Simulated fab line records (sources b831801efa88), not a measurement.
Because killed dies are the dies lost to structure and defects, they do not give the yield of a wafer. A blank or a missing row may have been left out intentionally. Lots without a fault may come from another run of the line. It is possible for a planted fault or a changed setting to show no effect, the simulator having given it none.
Shared-tool check || flow gf180mcu || 12 lots and 42 wafers in the sample

WHY THIS WAS OPENED
At GF_VT_IMPLANT_RS_MEAS_49 the reading MVPSD_RS is flagged on 2 of 12 lots. No-fault wafers: 1167.8 ohm/sq, standard deviation 2.6.
Rule: flag the lot when none of its wafers has a number, or when each of its wafers that has one lies beyond 4 standard deviations from that mean. The rest of the lots are taken to be sound.

{"lot": "L819", "measured": "day 7 12:21", "on": "film-metro-04", "MVPSD_RS (ohm/sq), wafer by wafer": "1165.5 1163.2 1164.0", "flag": ""}
{"lot": "L820", "measured": "day 7 19:57", "on": "film-metro-02", "MVPSD_RS (ohm/sq), wafer by wafer": "1172.4 1171.9 1171.9", "flag": ""}
{"lot": "L821", "measured": "day 8 03:51", "on": "film-metro-02", "MVPSD_RS (ohm/sq), wafer by wafer": "1166.1 1168.0 1168.4", "flag": ""}
{"lot": "L822", "measured": "day 8 11:37", "on": "film-metro-02", "MVPSD_RS (ohm/sq), wafer by wafer": "1169.2 1164.9 1165.0", "flag": ""}
{"lot": "L823", "measured": "day 8 15:39", "on": "film-metro-03", "MVPSD_RS (ohm/sq), wafer by wafer": "1166.8 1166.8 1167.9", "flag": ""}
{"lot": "L829", "measured": "day 10 09:24", "on": "film-metro-04", "MVPSD_RS (ohm/sq), wafer by wafer": "1166.8 1167.6 1166.6", "flag": ""}
{"lot": "L831", "measured": "day 10 22:41", "on": "film-metro-04", "MVPSD_RS (ohm/sq), wafer by wafer": "1169.5 1167.6 1164.9", "flag": ""}
{"lot": "L834", "measured": "day 11 18:18", "on": "film-metro-04", "MVPSD_RS (ohm/sq), wafer by wafer": "1060.6 1063.3 1062.2 1060.6 1059.7 1061.1", "flag": "FLAGGED"}
{"lot": "L835", "measured": "day 12 00:36", "on": "film-metro-02", "MVPSD_RS (ohm/sq), wafer by wafer": "1169.5 1167.4 1166.8", "flag": ""}
{"lot": "L838", "measured": "day 12 20:52", "on": "film-metro-02", "MVPSD_RS (ohm/sq), wafer by wafer": "1163.5 1164.7 1162.7", "flag": ""}
{"lot": "L841", "measured": "day 13 18:02", "on": "film-metro-03", "MVPSD_RS (ohm/sq), wafer by wafer": "1060.4 1062.3 1063.8 1063.9 1062.7 1064.4", "flag": "FLAGGED"}
{"lot": "L842", "measured": "day 14 01:29", "on": "film-metro-02", "MVPSD_RS (ohm/sq), wafer by wafer": "1165.0 1165.5 1168.7", "flag": ""}
The numbers of the flagged lots are 1062.1 ohm/sq on average: -105.7 ohm/sq against the usual, or -41 standard deviations.

WHICH TOOL RAN EACH LOT
The record keeps 1 process step preceding the reading, out of 602 steps on the route. Every cell lists first the tool, next ch and the chambers used by the sampled wafers, and last the start.
{"lot": "L819", "flag": "", "GF_MVPSD_IMPLANT_09": "implanter-01 ch 0, day 4 23:59"}
{"lot": "L820", "flag": "", "GF_MVPSD_IMPLANT_09": "implanter-01 ch 0, day 5 06:11"}
{"lot": "L821", "flag": "", "GF_MVPSD_IMPLANT_09": "implanter-01 ch 0, day 5 12:32"}
{"lot": "L822", "flag": "", "GF_MVPSD_IMPLANT_09": "implanter-01 ch 0, day 5 19:15"}
{"lot": "L823", "flag": "", "GF_MVPSD_IMPLANT_09": "implanter-03 ch 0, day 5 23:35"}
{"lot": "L829", "flag": "", "GF_MVPSD_IMPLANT_09": "implanter-04 ch 0, day 7 12:41"}
{"lot": "L831", "flag": "", "GF_MVPSD_IMPLANT_09": "implanter-04 ch 0, day 8 01:05"}
{"lot": "L834", "flag": "FLAGGED", "GF_MVPSD_IMPLANT_09": "implanter-01 ch 0, day 8 18:47"}
{"lot": "L835", "flag": "", "GF_MVPSD_IMPLANT_09": "implanter-04 ch 0, day 8 23:59"}
{"lot": "L838", "flag": "", "GF_MVPSD_IMPLANT_09": "implanter-03 ch 0, day 9 18:18"}
{"lot": "L841", "flag": "FLAGGED", "GF_MVPSD_IMPLANT_09": "implanter-01 ch 0, day 10 13:09"}
{"lot": "L842", "flag": "", "GF_MVPSD_IMPLANT_09": "implanter-03 ch 0, day 10 19:47"}
What these steps do:
- GF_MVPSD_IMPLANT_09
- GF_VT_IMPLANT_RS_MEAS_49: measures by four-point-probe.

FLAGGED OVER TOTAL, TOOL BY TOOL (the gauges that took the reading come last)
{"step": "GF_MVPSD_IMPLANT_09", "tool": "implanter-01", "lots run": 6, "flagged": 2, "share of the flagged lots": "all", "sound lots run after its first flagged lot": 0}
{"step": "GF_MVPSD_IMPLANT_09", "tool": "implanter-03", "lots run": 3, "flagged": 0, "share of the flagged lots": "none", "sound lots run after its first flagged lot": "-"}
{"step": "GF_MVPSD_IMPLANT_09", "tool": "implanter-04", "lots run": 3, "flagged": 0, "share of the flagged lots": "none", "sound lots run after its first flagged lot": "-"}
{"step": "GF_VT_IMPLANT_RS_MEAS_49", "tool": "film-metro-02", "lots run": 6, "flagged": 0, "share of the flagged lots": "none", "sound lots run after its first flagged lot": "-"}
{"step": "GF_VT_IMPLANT_RS_MEAS_49", "tool": "film-metro-03", "lots run": 2, "flagged": 1, "share of the flagged lots": "some", "sound lots run after its first flagged lot": 0}
{"step": "GF_VT_IMPLANT_RS_MEAS_49", "tool": "film-metro-04", "lots run": 4, "flagged": 1, "share of the flagged lots": "some", "sound lots run after its first flagged lot": 0}

WHAT THE TABLE ALLOWS
1 row of the table ran every flagged lot: implanter-01 at GF_MVPSD_IMPLANT_09.
- implanter-01 at GF_MVPSD_IMPLANT_09: 2 of its 6 lots flagged. A fault beginning between L822 (day 5 19:15), its last sound lot, and L834 (day 8 18:47), its first flagged one, fits the data. Its own readings lie more than 4 standard deviations out on every wafer of the flagged lots: dose-ions-cm2, faraday-current-uA.
Left over: one tool, implanter-01 at GF_MVPSD_IMPLANT_09.

WHAT WAS PUT IN BY THE SIMULATOR
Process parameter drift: implanter-01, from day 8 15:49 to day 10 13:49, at GF_MVPSD_IMPLANT_09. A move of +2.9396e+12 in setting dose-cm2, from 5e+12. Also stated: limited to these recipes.
Lots struck among those shown: L834, L841. Same finding as the rule above.
